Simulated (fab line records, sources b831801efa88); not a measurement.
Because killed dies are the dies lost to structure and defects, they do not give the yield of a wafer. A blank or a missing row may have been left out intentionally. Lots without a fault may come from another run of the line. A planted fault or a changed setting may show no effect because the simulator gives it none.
fab line records	flow sky130
[record] lots = 6	wafers = 18	lastDay = 50
route steps=708 shown SD_P@327 RES_XHIGH@332 SD_N@342 SALICIDE@361 PAD_OPEN@708
lots that met no fault: taken from a fault-free run of the same line
startH: the number of hours between the record's first day and the start of the first shown wafer of the lot	waitH: hours from the lot's prior step to this one	" identical to the entry in the row above	L1.1+2: a single row standing in for several wafers	- no value, or no start was given	* or withheld: withheld	< > ~ a bound
route shown NAME@n: NAME is a module with steps in the file, n the number in the route of the first one	usual: mean/standard deviation of fault-free wafers	same: alike in all rows	chamber/n: place in a boat	sites: per-site readings	_std_site: the values' standard deviation	_edge_site: inner sites' mean taken away from outer sites' mean	radiusMm: for every site, how far away it sits from the centre of the wafer	mask NAME#n: copy n	behind: tool/chamber where the wafer was last shaped	hold: reason for holding the lot/hours on hold/outcome of the hold	device: names the non-switching transistor (n, p or np)	end of line: at the end of the route, the tests of the same wafers	for a step that has no rows: nothing shown but its recipe	killed: dies lost to structure and defects at the first sort, not the wafer's yield	map: the dies of a wafer, with x for killed, . for not killed, _ for no die there
set.NAME: the setting that was run; set.NAME@STEP: the one run at that earlier step	model.NAME: the simulator's own value behind a step, which no gauge read
lots at selected steps of the route; one table per step, one row per wafer
services: a tool's chamber out of use, with start hour (startH, from the record's first day; less than 0 if before it), hours out, and reason
[[steps]]
[step SKY_SD_P_CD_MEAS_07]
[recipe] targetCdNm = 380
[usual] cdNm = 381.2/2.4
lot.wafer	tool	chamber	startH	waitH	cdNm
L334.1	cdSem-02	-	681.45	0.1	382.3
L334.3	"	-	"	"	386.1
L334.4	"	-	"	"	382.8
L336.3	cdSem-02	-	692.34	0.1	380.6
L336.4	"	-	"	"	381.6
L336.6	"	-	"	"	383.3
L340.2	cdSem-01	-	729.02	0.1	377.7
L340.4	"	-	"	"	381.0
L340.5	"	-	"	"	381.0
L341.1	cdSem-01	-	731.25	0.1	379.1
L341.4	"	-	"	"	378.2
L341.5	"	-	"	"	381.6
L345.2	cdSem-02	-	752.87	0.1	382.5
L345.4	"	-	"	"	384.0
L345.6	"	-	"	"	382.2
L347.4	cdSem-02	-	771.01	0.1	373.2
L347.5	"	-	"	"	373.6
L347.6	"	-	"	"	375.5
[step SKY_SD_P_OVL_MEAS_08]
[usual] SD_P_OVL = -0.2/1.4
lot.wafer	tool	chamber	startH	waitH	SD_P_OVL[nm]
L334.1	overlay-01	-	681.57	0.1	-0.5
L334.3	"	-	"	"	-0.3
L334.4	"	-	"	"	0.2
L336.3	overlay-01	-	692.44	0.1	0.6
L336.4	"	-	"	"	-0.4
L336.6	"	-	"	"	-0.8
L340.2	overlay-02	-	729.13	0.1	2.2
L340.4	"	-	"	"	0.4
L340.5	"	-	"	"	3.3
L341.1	overlay-02	-	731.37	0.1	1.2
L341.4	"	-	"	"	0.9
L341.5	"	-	"	"	0.1
L345.2	overlay-01	-	752.98	0.1	-0.6
L345.4	"	-	"	"	-1.4
L345.6	"	-	"	"	-0.4
L347.4	overlay-01	-	771.09	0.1	-1.1
L347.5	"	-	"	"	-2.4
L347.6	"	-	"	"	-2.1
[step SKY_SD_P_IMPLANT_09]
[recipe] species = BF2	energyKev = 20	doseCm2 = 3e+15	tiltDeg = 0
[step SKY_SD_P_STRIP_10]
[recipe] chemistry = O2/N2	powerW = 1400	pressureMtorr = 1500	platenTempC = withheld	o2FlowSccm = 3000	n2FlowSccm = 300	overashFraction = 0.5
[usual] drypumpMotorCurrentA = 6.0/0.43	oesProductAu = 0.617/0.0046	stripTimeToEndpointS = 17.51/0.038
lot.wafer	tool	chamber	startH	waitH	drypumpMotorCurrentA	oesProductAu	rfHoursCounterH	stripTimeToEndpointS
L334.1	plasmaAsher-03	1	681.76	0.1	5.7	0.618	60	17.52
L334.3	"	1	"	"	5.7	0.614	-	17.52
L334.4	"	0	"	"	5.8	0.616	-	17.52
L336.3	plasmaAsher-01	0	692.64	0.1	6.1	0.619	-	17.56
L336.4	"	1	"	"	6.7	0.623	-	17.55
L336.6	"	0	"	"	6.1	0.613	-	17.56
L340.2	plasmaAsher-04	0	729.31	0.1	6.0	0.618	83	17.49
L340.4	"	0	"	"	6.0	0.611	-	17.49
L340.5	"	1	"	"	5.3	0.618	-	17.49
L341.1	plasmaAsher-01	1	731.56	0.1	6.6	0.613	110	17.56
L341.4	"	0	"	"	6.1	0.608	-	17.56
L341.5	"	1	"	"	6.7	0.619	-	17.52
L345.2	plasmaAsher-03	1	753.16	0.1	5.7	0.617	67	17.52
L345.4	"	0	"	"	5.8	0.620	-	17.47
L345.6	"	0	"	"	5.8	0.613	-	17.52
L347.4	plasmaAsher-03	0	771.29	0.1	5.8	0.610	-	17.51
L347.5	"	0	"	"	5.8	0.620	-	17.51
L347.6	"	1	"	"	5.7	0.623	-	17.51
[step SKY_SD_P_TW_MEAS_11]
[usual] SD_P_TW = 2833/22
lot.wafer	tool	chamber	startH	waitH	SD_P_TW
L334.1	filmMetro-03	-	681.86	0.1	2818
L334.3	"	-	"	"	2823
L334.4	"	-	"	"	2809
L336.3	filmMetro-04	-	692.74	0.1	2863
L336.4	"	-	"	"	2854
L336.6	"	-	"	"	2847
L340.2	filmMetro-03	-	729.42	0.1	2818
L340.4	"	-	"	"	2835
L340.5	"	-	"	"	2829
L341.1	filmMetro-03	-	731.66	0.1	2836
L341.4	"	-	"	"	2834
L341.5	"	-	"	"	2851
L345.2	filmMetro-04	-	753.27	0.1	2836
L345.4	"	-	"	"	2837
L345.6	"	-	"	"	2844
L347.4	filmMetro-01	-	771.39	0.1	2816
L347.5	"	-	"	"	2804
L347.6	"	-	"	"	2818
[step SKY_RES_XHIGH_DEHYDRATE_00]
[recipe] tempC = 200	timeS = 60
[step SKY_RES_XHIGH_HMDS_01]
[recipe] primeTimeS = 60	primeTempC = 120
[step SKY_RES_XHIGH_COAT_02]
[recipe] resist = NOVOLAK	spinRpm = 3000	resistThkNm = 1140
[step SKY_RES_XHIGH_SOFTBAKE_03]
[recipe] tempC = 90	timeS = 60	resist = NOVOLAK
[step SKY_RES_XHIGH_EXPOSE_04]
[recipe] maskId = URPM	na = 0.6	sourceShape = conventional	sigmaOuter = 0.6	polarization = unpolarized	targetCdNm = 1270	doseMj = 140
[step SKY_RES_XHIGH_PEB_05]
[recipe] tempC = withheld	timeS = *	resist = NOVOLAK
[step SKY_RES_XHIGH_DEVELOP_06]
[recipe] resist = NOVOLAK	developer = TMAH	developTimeS = 60	devTempC = 23
[step SKY_RES_XHIGH_IMPLANT_07]
[recipe] species = BF2	energyKev = 20	doseCm2 = 3.6e+14	tiltDeg = 0
[usual] beamOnS = 38.5/2.1	doseIonsCm2 = 3.601e+14/4.4e+11	faradayCurrentUA = 528/29
lot.wafer	tool	chamber	startH	waitH	beamOnS	doseIonsCm2	faradayCurrentUA
L334.1	implanter-01	0	710.51	0.1	10.0	7.59e+13	425
L334.3	"	0	"	"	9.8	7.6e+13	433
L334.4	"	0	"	"	10.4	7.61e+13	405
L336.3	implanter-01	0	720.40	0.1	9.9	7.54e+13	427
L336.4	"	0	"	"	10.1	7.6e+13	420
L336.6	"	0	"	"	9.7	7.52e+13	438
L340.2	implanter-03	0	755.72	0.1	34.7	3.601e+14	581
L340.4	"	0	"	"	37.9	3.603e+14	536
L340.5	"	0	"	"	37.5	3.602e+14	541
L341.1	implanter-04	0	757.11	0.1	41.4	3.603e+14	490
L341.4	"	0	"	"	40.9	3.602e+14	493
L341.5	"	0	"	"	39.7	3.599e+14	512
L345.2	implanter-04	0	778.63	0.1	41.0	3.596e+14	494
L345.4	"	0	"	"	40.8	3.604e+14	497
L345.6	"	0	"	"	40.6	3.601e+14	500
L347.4	implanter-01	0	797.73	0.1	34.7	3.602e+14	582
L347.5	"	0	"	"	36.9	3.601e+14	549
L347.6	"	0	"	"	36.1	3.605e+14	561
[step SKY_RES_XHIGH_STRIP_08]
[recipe] chemistry = O2/N2	powerW = 1400	pressureMtorr = 1500	platenTempC = withheld	o2FlowSccm = 3000	n2FlowSccm = 300	overashFraction = 0.5
[usual] drypumpMotorCurrentA = 5.9/0.4	oesProductAu = 0.711/0.0044	stripTimeToEndpointS = 14.28/0.038
lot.wafer	tool	chamber	startH	waitH	drypumpMotorCurrentA	oesProductAu	rfHoursCounterH	stripTimeToEndpointS
L334.1	plasmaAsher-02	1	710.66	0.1	6.1	0.710	26	14.23
L334.3	"	0	"	"	5.8	0.709	-	14.16
L334.4	"	1	"	"	6.1	0.721	-	14.20
L336.3	plasmaAsher-04	0	720.53	0.1	6.0	0.716	-	14.22
L336.4	"	1	"	"	5.3	0.709	-	14.20
L336.6	"	1	"	"	5.3	0.715	-	14.19
L340.2	plasmaAsher-04	1	755.84	0.1	5.3	0.703	86	14.30
L340.4	"	1	"	"	5.3	0.709	-	14.28
L340.5	"	0	"	"	6.0	0.704	-	14.30
L341.1	plasmaAsher-01	0	757.26	0.1	6.1	0.712	1	14.26
L341.4	"	1	"	"	6.7	0.712	-	14.21
L341.5	"	0	"	"	6.2	0.711	-	14.25
L345.2	plasmaAsher-04	1	778.75	0.1	5.3	0.714	88	14.32
L345.4	"	1	"	"	5.3	0.711	-	14.31
L345.6	"	0	"	"	6.0	0.713	-	14.36
L347.4	plasmaAsher-02	0	797.83	0.1	5.8	0.716	-	14.27
L347.5	"	0	"	"	5.8	0.714	-	14.24
L347.6	"	1	"	"	6.1	0.707	-	14.23
[step SKY_RES_XHIGH_TW_MEAS_09]
[usual] RES_XHIGH_TW = 1637/14
lot.wafer	tool	chamber	startH	waitH	RES_XHIGH_TW
L334.1	filmMetro-01	-	710.76	0.1	985
L334.3	"	-	"	"	996
L334.4	"	-	"	"	989
L336.3	filmMetro-01	-	720.62	0.1	997
L336.4	"	-	"	"	995
L336.6	"	-	"	"	992
L340.2	filmMetro-01	-	755.99	0.1	1628
L340.4	"	-	"	"	1622
L340.5	"	-	"	"	1618
L341.1	filmMetro-03	-	757.36	0.1	1647
L341.4	"	-	"	"	1637
L341.5	"	-	"	"	1640
L345.2	filmMetro-01	-	778.86	0.1	1632
L345.4	"	-	"	"	1621
L345.6	"	-	"	"	1612
L347.4	filmMetro-01	-	797.93	0.1	1614
L347.5	"	-	"	"	1617
L347.6	"	-	"	"	1629
[step SKY_SD_N_DEHYDRATE_00]
[recipe] tempC = 200	timeS = 60
[step SKY_SD_N_HMDS_01]
[recipe] primeTimeS = 60	primeTempC = 120
[step SKY_SD_N_COAT_02]
[recipe] resist = NOVOLAK	spinRpm = 3000	resistThkNm = 1140
[step SKY_SD_N_SOFTBAKE_03]
[recipe] tempC = 90	timeS = 60	resist = NOVOLAK
[step SKY_SD_N_EXPOSE_04]
[recipe] maskId = NSDM	na = 0.6	sourceShape = conventional	sigmaOuter = 0.6	polarization = unpolarized	targetCdNm = 380	doseMj = 141
[step SKY_SD_N_PEB_05]
[recipe] tempC = withheld	timeS = *	resist = NOVOLAK
[step SKY_SD_N_DEVELOP_06]
[recipe] resist = NOVOLAK	developer = TMAH	developTimeS = 60	devTempC = 23
[step SKY_SD_N_CD_MEAS_07]
[recipe] targetCdNm = 380
[usual] cdNm = 380/3.2
lot.wafer	tool	chamber	startH	waitH	cdNm
L334.1	cdSem-02	-	737.54	0.1	385
L334.3	"	-	"	"	385
L334.4	"	-	"	"	387
L336.3	cdSem-01	-	747.65	0.1	381
L336.4	"	-	"	"	381
L336.6	"	-	"	"	383
L340.2	cdSem-01	-	781.38	0.1	382
L340.4	"	-	"	"	384
L340.5	"	-	"	"	383
L341.1	cdSem-02	-	783.49	0.1	376
L341.4	"	-	"	"	379
L341.5	"	-	"	"	376
L345.2	cdSem-02	-	805.33	0.1	382
L345.4	"	-	"	"	382
L345.6	"	-	"	"	383
L347.4	cdSem-01	-	824.86	0.1	381
L347.5	"	-	"	"	383
L347.6	"	-	"	"	382
[step SKY_SD_N_OVL_MEAS_08]
[usual] SD_N_OVL = 1.0/1.4
lot.wafer	tool	chamber	startH	waitH	SD_N_OVL[nm]
L334.1	overlay-01	-	737.66	0.1	0.8
L334.3	"	-	"	"	3.5
L334.4	"	-	"	"	1.3
L336.3	overlay-01	-	747.74	0.1	-0.2
L336.4	"	-	"	"	1.1
L336.6	"	-	"	"	2.7
L340.2	overlay-02	-	781.49	0.1	-0.1
L340.4	"	-	"	"	0.5
L340.5	"	-	"	"	-1.5
L341.1	overlay-01	-	783.61	0.1	2.2
L341.4	"	-	"	"	2.7
L341.5	"	-	"	"	1.0
L345.2	overlay-02	-	805.44	0.1	-1.9
L345.4	"	-	"	"	0.3
L345.6	"	-	"	"	0.1
L347.4	overlay-02	-	824.94	0.1	0.4
L347.5	"	-	"	"	0.3
L347.6	"	-	"	"	2.0
[step SKY_SD_N_IMPLANT_09]
[recipe] species = As	energyKev = 50	doseCm2 = 4e+15	tiltDeg = 0
[step SKY_SD_N_IMPLANT_10]
[recipe] species = P	energyKev = 20	doseCm2 = 1e+14	tiltDeg = 0
[step SKY_SD_N_STRIP_11]
[recipe] chemistry = O2/N2	powerW = 1400	pressureMtorr = 1500	platenTempC = withheld	o2FlowSccm = 3000	n2FlowSccm = 300	overashFraction = 0.5
[usual] drypumpMotorCurrentA = 6.1/0.36	oesProductAu = 0.528/0.0044	stripTimeToEndpointS = 22.57/0.039
lot.wafer	tool	chamber	startH	waitH	drypumpMotorCurrentA	oesProductAu	rfHoursCounterH	stripTimeToEndpointS
L334.1	plasmaAsher-03	1	738.00	0.1	5.7	0.530	65	22.50
L334.3	"	1	"	"	5.7	0.527	-	22.52
L334.4	"	0	"	"	5.8	0.520	-	22.52
L336.3	plasmaAsher-01	1	748.10	0.1	6.7	0.519	-	22.60
L336.4	"	0	"	"	6.1	0.522	-	22.57
L336.6	"	0	"	"	6.1	0.524	-	22.58
L340.2	plasmaAsher-01	1	781.82	0.1	6.7	0.520	3	22.58
L340.4	"	1	"	"	6.7	0.528	-	22.59
L340.5	"	0	"	"	6.1	0.529	-	22.57
L341.1	plasmaAsher-01	1	783.95	0.1	6.7	0.528	4	22.58
L341.4	"	0	"	"	6.1	0.537	-	22.58
L341.5	"	1	"	"	6.7	0.529	-	22.52
L345.2	plasmaAsher-02	0	805.77	0.1	5.8	0.528	37	22.64
L345.4	"	0	"	"	5.8	0.533	-	22.61
L345.6	"	0	"	"	5.8	0.528	-	22.54
L347.4	plasmaAsher-01	0	825.29	0.1	6.1	0.529	-	22.51
L347.5	"	0	"	"	6.2	0.534	-	22.57
L347.6	"	1	"	"	6.7	0.531	-	22.53
[step SKY_SD_N_TW_MEAS_12]
[usual] SD_N_TW = 3981/36
lot.wafer	tool	chamber	startH	waitH	SD_N_TW
L334.1	filmMetro-04	-	738.10	0.1	4033
L334.3	"	-	"	"	4007
L334.4	"	-	"	"	4019
L336.3	filmMetro-04	-	748.19	0.1	4025
L336.4	"	-	"	"	4034
L336.6	"	-	"	"	4003
L340.2	filmMetro-01	-	781.93	0.1	3946
L340.4	"	-	"	"	3958
L340.5	"	-	"	"	3945
L341.1	filmMetro-01	-	784.05	0.1	3977
L341.4	"	-	"	"	3964
L341.5	"	-	"	"	3942
L345.2	filmMetro-01	-	805.88	0.1	3931
L345.4	"	-	"	"	3947
L345.6	"	-	"	"	3929
L347.4	filmMetro-04	-	825.39	0.1	4003
L347.5	"	-	"	"	3991
L347.6	"	-	"	"	3995
[step SKY_SD_N_CLEAN_13]
[recipe] chemistry = SC1/SC2	mix = 1:4:20	tempC = 70	timeS = 150	dry = n2Spin
[step SKY_SD_N_RTA_14]
[recipe] tempC = 1075	timeS = 2	idleTempC = 650	rampUpCPerS = 150	rampDownCPerS = 90	ambient = N2
[usual] lampPowerPct = 15.73/0.056	wafer_temp_C_max = 1078.1/1.3
lot.wafer	tool	chamber	startH	waitH	lampPowerPct	wafer_temp_C_max
L334.1	rtpAnneal-01	0	738.21	0.0	15.73	1078.2
L334.3	"	0	"	"	15.72	1077.2
L334.4	"	0	"	"	15.71	1078.1
L336.3	rtpAnneal-01	0	748.29	0.0	15.70	1080.0
L336.4	"	0	"	"	15.68	1078.4
L336.6	"	0	"	"	15.76	1078.5
L340.2	rtpAnneal-01	0	782.04	0.0	15.64	1077.9
L340.4	"	0	"	"	15.70	1078.6
L340.5	"	0	"	"	15.76	1077.0
L341.1	rtpAnneal-02	0	784.16	0.0	15.70	1078.7
L341.4	"	0	"	"	15.73	1077.6
L341.5	"	0	"	"	15.63	1078.9
L345.2	rtpAnneal-02	0	805.98	0.0	15.78	1077.1
L345.4	"	0	"	"	15.80	1078.9
L345.6	"	0	"	"	15.71	1078.9
L347.4	rtpAnneal-02	0	825.50	0.0	15.66	1078.6
L347.5	"	0	"	"	15.69	1078.2
L347.6	"	0	"	"	15.72	1079.6
[step SKY_SD_N_RS_MEAS_16]
[recipe] thkMeasGauge = four-point-probe
[usual] SD_N_RS = 68.48/0.14
lot.wafer	tool	chamber	startH	waitH	SD_N_RS[ohm/sq]
L334.1	filmMetro-01	-	738.38	0.1	68.53
L334.3	"	-	"	"	68.73
L334.4	"	-	"	"	68.55
L336.3	filmMetro-03	-	748.49	0.1	68.38
L336.4	"	-	"	"	68.25
L336.6	"	-	"	"	68.29
L340.2	filmMetro-03	-	782.23	0.1	68.38
L340.4	"	-	"	"	68.63
L340.5	"	-	"	"	68.39
L341.1	filmMetro-03	-	784.33	0.1	68.17
L341.4	"	-	"	"	68.28
L341.5	"	-	"	"	68.32
L345.2	filmMetro-03	-	806.17	0.1	68.44
L345.4	"	-	"	"	68.37
L345.6	"	-	"	"	68.31
L347.4	filmMetro-01	-	825.71	0.1	68.41
L347.5	"	-	"	"	68.65
L347.6	"	-	"	"	68.58
[step SKY_SD_N_RS_MEAS_17]
[recipe] thkMeasGauge = four-point-probe
[usual] SD_P_RS = 147.0/0.36
lot.wafer	tool	chamber	startH	waitH	SD_P_RS[ohm/sq]
L334.1	filmMetro-01	-	738.50	0.1	146.8
L334.3	"	-	"	"	147.2
L334.4	"	-	"	"	146.5
L336.3	filmMetro-03	-	748.61	0.1	146.8
L336.4	"	-	"	"	146.9
L336.6	"	-	"	"	146.2
L340.2	filmMetro-03	-	782.35	0.1	147.5
L340.4	"	-	"	"	147.7
L340.5	"	-	"	"	147.1
L341.1	filmMetro-03	-	784.45	0.1	146.3
L341.4	"	-	"	"	146.0
L341.5	"	-	"	"	146.3
L345.2	filmMetro-03	-	806.29	0.1	146.9
L345.4	"	-	"	"	147.2
L345.6	"	-	"	"	146.6
L347.4	filmMetro-01	-	825.83	0.1	146.9
L347.5	"	-	"	"	147.2
L347.6	"	-	"	"	147.0
[step SKY_SD_N_RS_MEAS_18]
[recipe] thkMeasGauge = four-point-probe
[usual] RES_XHIGH_RS = 333.3/1.2
lot.wafer	tool	chamber	startH	waitH	RES_XHIGH_RS[ohm/sq]
L334.1	filmMetro-01	-	738.62	0.1	1191.8
L334.3	"	-	"	"	1176.4
L334.4	"	-	"	"	1181.3
L336.3	filmMetro-03	-	748.73	0.1	1173.4
L336.4	"	-	"	"	1159.1
L336.6	"	-	"	"	1160.9
L340.2	filmMetro-03	-	782.47	0.1	331.4
L340.4	"	-	"	"	332.6
L340.5	"	-	"	"	333.0
L341.1	filmMetro-03	-	784.57	0.1	333.6
L341.4	"	-	"	"	333.1
L341.5	"	-	"	"	334.3
L345.2	filmMetro-03	-	806.41	0.1	333.8
L345.4	"	-	"	"	335.4
L345.6	"	-	"	"	334.8
L347.4	filmMetro-01	-	825.95	0.1	332.9
L347.5	"	-	"	"	335.1
L347.6	"	-	"	"	335.2
[step SKY_SALICIDE_CLEAN_00]
[recipe] chemistry = HF-last	timeS = 30	dilution = 100:1	dry = ipaMarangoni
[step SKY_PAD_OPEN_PROBE_99]
[usual] killed_at_M0_to_M3 = 43/6.8	killed_at_M4_up = 3.2/1.7	killedAtContacts = 24/5.7	killedAtFrontEnd = 16/4.3	killedAtOther = 0.3/0.56	killedDies = 86/9.5	killedOpen = 47/6.9	killedShort = 39/5.8
[same] grossDies = 492	killedAtBackSide = 0
lot.wafer	tool	chamber	startH	waitH	killed_at_M0_to_M3	killed_at_M4_up	killedAtContacts	killedAtFrontEnd	killedAtOther	killedDies	killedOpen	killedShort	model.etest.resXhighPo.open
L334.1	prober-02	-	1138.17	0.1	44	6	19	11	1	81	48	33	1
L334.3	prober-02	-	1138.27	0.2	47	1	16	12	0	76	40	36	1
L334.4	prober-02	-	1138.32	0.2	37	2	18	18	0	75	49	26	1
L336.3	prober-02	-	1150.27	0.2	49	5	24	10	0	88	49	39	1
L336.4	prober-02	-	1150.32	0.2	36	5	28	11	0	80	41	39	1
L336.6	prober-02	-	1150.42	0.2	52	1	40	9	0	102	60	42	1
L340.2	prober-02	-	1171.87	0.1	48	4	26	12	1	91	45	45	0
L340.4	prober-02	-	1171.97	0.2	36	3	39	15	0	93	50	43	0
L340.5	prober-02	-	1172.02	0.2	52	4	30	11	0	97	53	44	0
L341.1	prober-01	-	1176.46	0.1	41	1	20	15	0	77	50	26	0
L341.4	prober-01	-	1176.61	0.2	45	4	27	23	0	99	48	50	0
L341.5	prober-01	-	1176.66	0.2	64	6	18	23	0	111	62	48	0
L345.2	prober-02	-	1188.57	0.1	46	5	19	19	0	89	57	32	0
L345.4	prober-02	-	1188.67	0.2	41	1	16	16	0	74	36	38	0
L345.6	prober-02	-	1188.77	0.2	54	3	18	19	0	94	46	48	0
L347.4	prober-01	-	1198.74	0.2	39	2	35	11	0	87	52	35	0
L347.5	prober-01	-	1198.79	0.2	42	2	31	15	0	90	54	34	0
L347.6	prober-01	-	1198.84	0.2	33	5	27	15	0	80	45	32	0
// killed by level:class
L334.1 VIA1:geometricParticle:open=14 VIA2:geometricParticle:short=7 CONTACT:geometricParticle:open=6 LI_CONTACT:geometricParticle:open=6 VIA2:geometricParticle:open=6 LOCAL_INTERCONNECT:geometricParticle:short=5 METAL1:geometricParticle:short=5 VIA3:geometricParticle:open=5
L334.3 VIA2:geometricParticle:open=12 METAL1:geometricParticle:short=7 VIA1:geometricParticle:open=7 CONTACT:geometricParticle:open=6 VIA3:geometricParticle:open=6 METAL3:geometricParticle:short=4 VIA1:geometricParticle:short=4 FIELD_ISO:geometricParticle:short=3
L334.4 VIA2:geometricParticle:open=11 FIELD_ISO:geometricParticle:open=9 CONTACT:geometricParticle:open=9 METAL1:geometricParticle:short=7 METAL2:geometricParticle:short=6 LI_CONTACT:geometricParticle:open=5 VIA3:geometricParticle:open=4 SPACER:geometricParticle:short=3
L336.3 METAL2:geometricParticle:short=12 VIA1:geometricParticle:open=9 VIA3:geometricParticle:open=8 LI_CONTACT:geometricParticle:open=7 CONTACT:geometricParticle:open=6 VIA2:geometricParticle:open=6 METAL1:geometricParticle:short=5 LOCAL_INTERCONNECT:geometricParticle:short=5
L336.4 VIA1:geometricParticle:open=9 LOCAL_INTERCONNECT:geometricParticle:short=8 CONTACT:geometricParticle:open=6 LI_CONTACT:geometricParticle:short=5 LI_CONTACT:geometricParticle:open=5 METAL1:geometricParticle:short=5 METAL2:geometricParticle:short=5 VIA3:geometricParticle:open=5
L336.6 CONTACT:geometricParticle:open=14 VIA3:geometricParticle:open=12 VIA1:geometricParticle:open=9 LOCAL_INTERCONNECT:geometricParticle:short=9 LI_CONTACT:geometricParticle:open=8 VIA2:geometricParticle:open=8 METAL2:geometricParticle:short=6 CONTACT:geometricParticle:short=5
L340.2 CONTACT:geometricParticle:open=8 VIA2:geometricParticle:open=8 VIA1:geometricParticle:open=7 LI_CONTACT:geometricParticle:open=7 METAL2:geometricParticle:short=7 METAL3:geometricParticle:short=7 VIA2:geometricParticle:short=6 METAL1:geometricParticle:short=5
L340.4 CONTACT:geometricParticle:open=15 VIA3:geometricParticle:open=7 LI_CONTACT:geometricParticle:open=6 LOCAL_INTERCONNECT:geometricParticle:short=6 CONTACT:geometricParticle:short=6 VIA1:geometricParticle:open=6 POLY_GATE:geometricParticle:open=5 LI_CONTACT:geometricParticle:short=5
L340.5 CONTACT:geometricParticle:open=14 VIA3:geometricParticle:open=12 VIA1:geometricParticle:short=10 LI_CONTACT:geometricParticle:open=8 VIA1:geometricParticle:open=6 VIA2:geometricParticle:open=6 METAL3:geometricParticle:short=5 CONTACT:geometricParticle:short=5
L341.1 VIA1:geometricParticle:open=17 CONTACT:geometricParticle:open=8 LI_CONTACT:geometricParticle:open=7 VIA2:geometricParticle:open=5 POLY_GATE:geometricParticle:short=4 VIA1:geometricParticle:short=4 METAL2:geometricParticle:short=4 POLY_GATE:geometricParticle:open=3
L341.4 VIA1:geometricParticle:open=12 VIA1:geometricParticle:short=10 CONTACT:geometricParticle:open=9 LI_CONTACT:geometricParticle:open=7 POLY_GATE:geometricParticle:open=6 VIA2:geometricParticle:open=5 POLY_GATE:geometricParticle:short=4 LI_CONTACT:geometricParticle:short=4
L341.5 VIA1:geometricParticle:open=15 VIA3:geometricParticle:open=12 VIA1:geometricParticle:short=8 VIA2:geometricParticle:open=8 FIELD_ISO:geometricParticle:open=7 METAL2:geometricParticle:short=7 FIELD_ISO:geometricParticle:short=6 CONTACT:geometricParticle:open=6
L345.2 VIA1:geometricParticle:open=16 LI_CONTACT:geometricParticle:open=8 VIA3:geometricParticle:open=8 METAL2:geometricParticle:short=7 FIELD_ISO:geometricParticle:open=5 POLY_GATE:geometricParticle:open=5 CONTACT:geometricParticle:short=5 POLY_GATE:geometricParticle:short=4
L345.4 VIA1:geometricParticle:open=10 VIA3:geometricParticle:open=7 FIELD_ISO:geometricParticle:short=6 METAL1:geometricParticle:short=6 FIELD_ISO:geometricParticle:open=4 CONTACT:geometricParticle:open=4 LI_CONTACT:geometricParticle:short=3 LI_CONTACT:geometricParticle:open=3
L345.6 METAL2:geometricParticle:short=12 VIA1:geometricParticle:open=11 LI_CONTACT:geometricParticle:open=9 FIELD_ISO:geometricParticle:short=5 FIELD_ISO:geometricParticle:open=5 VIA2:geometricParticle:short=5 METAL3:geometricParticle:short=5 VIA3:geometricParticle:open=5
L347.4 CONTACT:geometricParticle:open=14 CONTACT:geometricParticle:short=9 LI_CONTACT:geometricParticle:open=8 VIA3:geometricParticle:open=6 VIA1:geometricParticle:open=6 VIA2:geometricParticle:open=6 POLY_GATE:geometricParticle:open=4 METAL2:geometricParticle:short=4
L347.5 CONTACT:geometricParticle:open=11 VIA1:geometricParticle:open=10 VIA3:geometricParticle:open=9 LI_CONTACT:geometricParticle:open=7 CONTACT:geometricParticle:short=6 METAL2:geometricParticle:short=5 FIELD_ISO:geometricParticle:short=4 LOCAL_INTERCONNECT:geometricParticle:short=4
L347.6 CONTACT:geometricParticle:open=8 POLY_GATE:geometricParticle:open=7 VIA3:geometricParticle:open=6 CONTACT:geometricParticle:short=6 VIA2:geometricParticle:open=6 LI_CONTACT:geometricParticle:open=6 VIA1:geometricParticle:open=5 POLY_GATE:geometricParticle:short=4
[[services]]
tool	chamber	startH	hours	kind
plasmaAsher-04	-	659.49	3.7	repair
implanter-01	-	666.54	7.1	pm
implanter-01	-	680.09	1.3	repair
implanter-04	-	695.95	5.0	pm
plasmaAsher-03	-	712.87	3.2	repair
implanter-04	-	718.06	6.1	repair
plasmaAsher-01	-	733.75	9.0	pm
plasmaAsher-01	0	733.75	9.0	ventCycle
plasmaAsher-01	1	733.75	9.0	ventCycle
plasmaAsher-01	-	742.75	2.8	pm
plasmaAsher-01	0	742.75	-	clean
plasmaAsher-01	1	742.75	-	clean
implanter-03	-	774.00	0.7	repair
implanter-03	-	777.91	2.9	pm
plasmaAsher-03	-	783.87	0.4	repair
implanter-01	-	794.27	3.2	repair
implanter-04	-	797.82	1.1	repair
plasmaAsher-02	-	813.28	2.8	pm
[[key]]
[firstSign] step = SKY_RES_XHIGH_IMPLANT_07	reading = doseIonsCm2	direction = down	sigmas = 99+	usual = *	struck = *
[effect] step = SKY_RES_XHIGH_IMPLANT_07	reading = beamOnS	direction = down	sigmas = 13	usual = 38.5	struck = 10.0
[effect] step = SKY_RES_XHIGH_TW_MEAS_09	reading = RES_XHIGH_TW	direction = down	sigmas = 46	usual = 1637	struck = 992
[effect] step = SKY_SD_N_RS_MEAS_18	reading = RES_XHIGH_RS	direction = up	sigmas = 99+	usual = 333.3	struck = 1173.8
[modelEffect] step = SKY_PAD_OPEN_PROBE_99	value = etest.resXhighPo.open	without = 0	struck = 1
metAt SKY_RES_XHIGH_IMPLANT_07
struckWafers L334.1,L334.3,L334.4,L336.3,L336.4,L336.6
testerLeftOut L334,L336
[fault] kind = processParameterDrift	tool = implanter-01	chamber = -	onsetH = 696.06	steps = SKY_RES_XHIGH_IMPLANT_07	channel = doseCm2	offset = *	shape = step	endH = 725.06	actsIn = *	stated = *
// testerLeftOut: of these lots the tester's yield and bins aren't shown, on N5 and GAA mostly nor the transistor test; their killed dies are dies lost to structure and defects alone, not to doping, threshold or leakage, so they don't give the yield
